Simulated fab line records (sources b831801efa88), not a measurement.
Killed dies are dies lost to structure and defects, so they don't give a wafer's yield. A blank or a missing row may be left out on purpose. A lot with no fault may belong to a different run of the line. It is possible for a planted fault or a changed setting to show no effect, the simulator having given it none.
Chamber matching | flow sky130 | 4 sister chambers for SKY_PAD_OPEN_ETCH_07 on rie-diel-04
The step etches the open film in CF4/O2, stops on AlCu, target depth 725 nm, time 161.1 s. 20 wafers are shown with their chamber, then 10 later ones without.

== EACH WAFER AND ITS CHAMBER ==
wafer  | chamber | drypump-motor-current-A (A) | throttle-valve-pct (%) | oes-product-au (a.u.)
L074.1 | 1       | 6.05                        | 5.974                  | 0.975
L074.3 | 2       | 6.23                        | 5.967                  | 0.969
L074.5 | 3       | 6.19                        | 5.968                  | 0.987
L077.1 | 0       | 5.51                        | 5.968                  | 0.970
L077.2 | 3       | 6.21                        | 5.954                  | 0.974
L077.5 | 1       | 6.09                        | 5.974                  | 0.989
L076.1 | 2       | 6.26                        | 5.971                  | 0.985
L076.2 | 3       | 6.20                        | 5.957                  | 0.977
L076.6 | 1       | 6.07                        | 5.972                  | 0.987
L078.1 | 1       | 6.05                        | 5.979                  | 0.989
L078.2 | 2       | 6.25                        | 5.960                  | 0.965
L078.3 | 0       | 5.51                        | 5.954                  | 0.970
L080.3 | 3       | 6.19                        | 5.956                  | 0.984
L080.4 | 2       | 6.22                        | 5.954                  | 0.971
L080.5 | 2       | 6.21                        | 5.964                  | 0.980
L083.1 | 3       | 6.21                        | 5.949                  | 0.972
L083.3 | 0       | 5.56                        | 5.970                  | 0.969
L083.6 | 0       | 5.57                        | 5.971                  | 0.970
L085.1 | 1       | 6.06                        | 5.963                  | 0.976
L085.5 | 1       | 6.05                        | 5.994                  | 0.975

SIGNATURES (averages over the wafers above)
reading                 | chamber 0 | chamber 1 | chamber 2 | chamber 3 | scatter within a chamber
drypump-motor-current-A | 5.5375    | 6.0617    | 6.2340    | 6.2000    | 0.0201
throttle-valve-pct      | 5.96575   | 5.97600   | 5.96320   | 5.95680   | 0.00822
oes-product-au          | 0.96975   | 0.98183   | 0.97400   | 0.97880   | 0.0066
Rule: a wafer lies at a distance from a chamber equal to the root of the sum of squares, over the readings, of (its reading less the chamber's mean, divided by the reading's scatter). The wafer belongs to the nearest chamber; if the next one is less than 2 further off, it can't be placed. How the scatter is found: for the shown wafers, subtract from each reading the mean of its chamber, square and add these, divide the total by (wafers less chambers), then take the root.

== WAFERS MISSING THEIR CHAMBER ==
wafer  | drypump-motor-current-A (A) | throttle-valve-pct (%) | oes-product-au (a.u.)
L085.6 | 5.55                        | 5.965                  | 0.969
L086.2 | 5.53                        | 5.962                  | 0.974
L086.4 | 6.22                        | 5.951                  | 0.987
L086.5 | 6.24                        | 5.963                  | 0.987
L091.1 | 6.21                        | 5.972                  | 0.980
L091.2 | 6.25                        | 5.959                  | 0.969
L091.5 | 6.24                        | 5.981                  | 0.980
L095.2 | 6.21                        | 5.953                  | 0.972
L095.3 | 5.53                        | 5.961                  | 0.975
L095.4 | 6.23                        | 5.978                  | 0.977

== WHICH CHAMBER EACH WENT THROUGH ==
wafer  | from the rows above     | in truth
L085.6 | 0                       | 0
L086.2 | 0                       | 0
L086.4 | can't be placed: 3 or 2 | 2
L086.5 | can't be placed: 2 or 3 | 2
L091.1 | can't be placed: 2 or 3 | 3
L091.2 | can't be placed: 2 or 3 | 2
L091.5 | can't be placed: 2 or 3 | 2
L095.2 | can't be placed: 3 or 2 | 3
L095.3 | 0                       | 0
L095.4 | can't be placed: 2 or 3 | 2
Correctly placed: 3 of 10. Not placeable from these rows: 7 (in 7, the candidates include the true chamber). Placed wrongly: 0.
